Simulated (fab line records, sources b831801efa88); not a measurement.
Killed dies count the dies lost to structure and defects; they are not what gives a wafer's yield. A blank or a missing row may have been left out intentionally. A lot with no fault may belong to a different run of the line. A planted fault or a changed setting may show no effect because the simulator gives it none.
Code-filled problem report in 8D (eight disciplines) form -- flow sky130 -- the parts of the form that need people (team, actions taken, sign-off) are left out

1. THE ISSUE
NWELL_2_TW at SKY_NWELL_TW_MEAS_26 reads a mean of 856.8 on 3 wafers of 2 lots; wafers without a fault read 498.1 with a standard deviation of 2.9. So: +99 or more standard deviations from the usual mean.
The first sign was on wafer L788.5 at day 9 08:38, on film-metro-02. At this step, 33 wafers from 11 lots have a number in the record. By rule, "out" or "out of limits" means more than 4 standard deviations away from the usual mean. All remaining wafers that have a number are taken as sound.

2. WHAT IT IS, AND WHAT IT ISN'T
question,is,is not
which readings at this step,NWELL_2_TW,-
which lots,"L788, L789","L773, L774, L775, L776, L778, L781, L786, L792, L794"
which wafers of those lots,"L788.5, L789.1, L789.5","L788.4, L788.6, L789.6"
read on which gauges,film-metro-02,"film-metro-01, film-metro-04"
when,from day 9 08:38,"up to then (23 sound wafers); but 7 sound wafers of L789, L792, L794 came after"

3. WHAT RULES OUT EACH SUSPECT
Counting: a tool at a process step up to the reading stays a suspect if it ran every lot that is out. Sound lots after the first of them don't rule it out here, since some wafers of a struck lot are sound.
- the gauge at SKY_NWELL_TW_MEAS_26 has been ruled out. All the wafers that are out were read on film-metro-02, but those of them that SKY_NWELL_STRIP_14 has rows for are out there too, on other tools.
- litho-track-01 at SKY_NWELL_COAT_05 (resist thk 3000 nm): kept. It processed each lot that is out (first: L788, day 8 00:40); up to then, its last sound lot is L781 (day 6 07:10).
Remaining after the count: litho-track-01 at SKY_NWELL_COAT_05.

4. THE CAUSE (what the simulator had put in)
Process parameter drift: litho-track-01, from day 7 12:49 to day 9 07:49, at SKY_NWELL_COAT_05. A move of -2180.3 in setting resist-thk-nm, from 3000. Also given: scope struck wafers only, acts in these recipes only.
The count eliminated every tool but this one.

5. THE CHAIN OF EFFECTS, in route order
Rows list readings where the struck wafers' mean (over those with a number) sits beyond 3 standard deviations from the usual. Scope: only readings with a usual standard deviation given in the record; hours: median across lots of the time from each lot's start at the first step in this table that gives one to its start at this step; sigmas: change in usual standard deviations.
hours,step,reading,usual,on struck wafers,change,sigmas
0,SKY_NWELL_STRIP_14,oes-product-au,0.723 a.u.,0.694,-0.029,-5.7
0,SKY_NWELL_STRIP_14,strip-time-to-endpoint-s,36.91 s,11.16,-25.75,-99 or more
21,SKY_NWELL_TW_MEAS_26,NWELL_2_TW,498.1,856.8,+358.7,+99 or more
The process steps in it:
- SKY_NWELL_STRIP_14: strips in O2/N2.
Later measuring or inspecting steps at which every struck wafer that the step has a row for has a number for every such reading, and none has moved that far: SKY_NWELL_RS_MEAS_31.

6. HOW IT WOULD HAVE BEEN CAUGHT EARLIER
The first out-of-limits reading at a measuring or inspecting step in this record came at day 9 08:38, 44 hours after the fault's start at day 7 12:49.
Tool readings at SKY_NWELL_COAT_05 with a usual standard deviation given in the record: none out on any struck wafer, hence no alarm at a limit of 4 standard deviations on them.
Each of the lots that are out, 2 in all, had begun SKY_NWELL_COAT_05 on litho-track-01 no later than day 9 08:38. Holding the tool at that point would not have protected any of them.
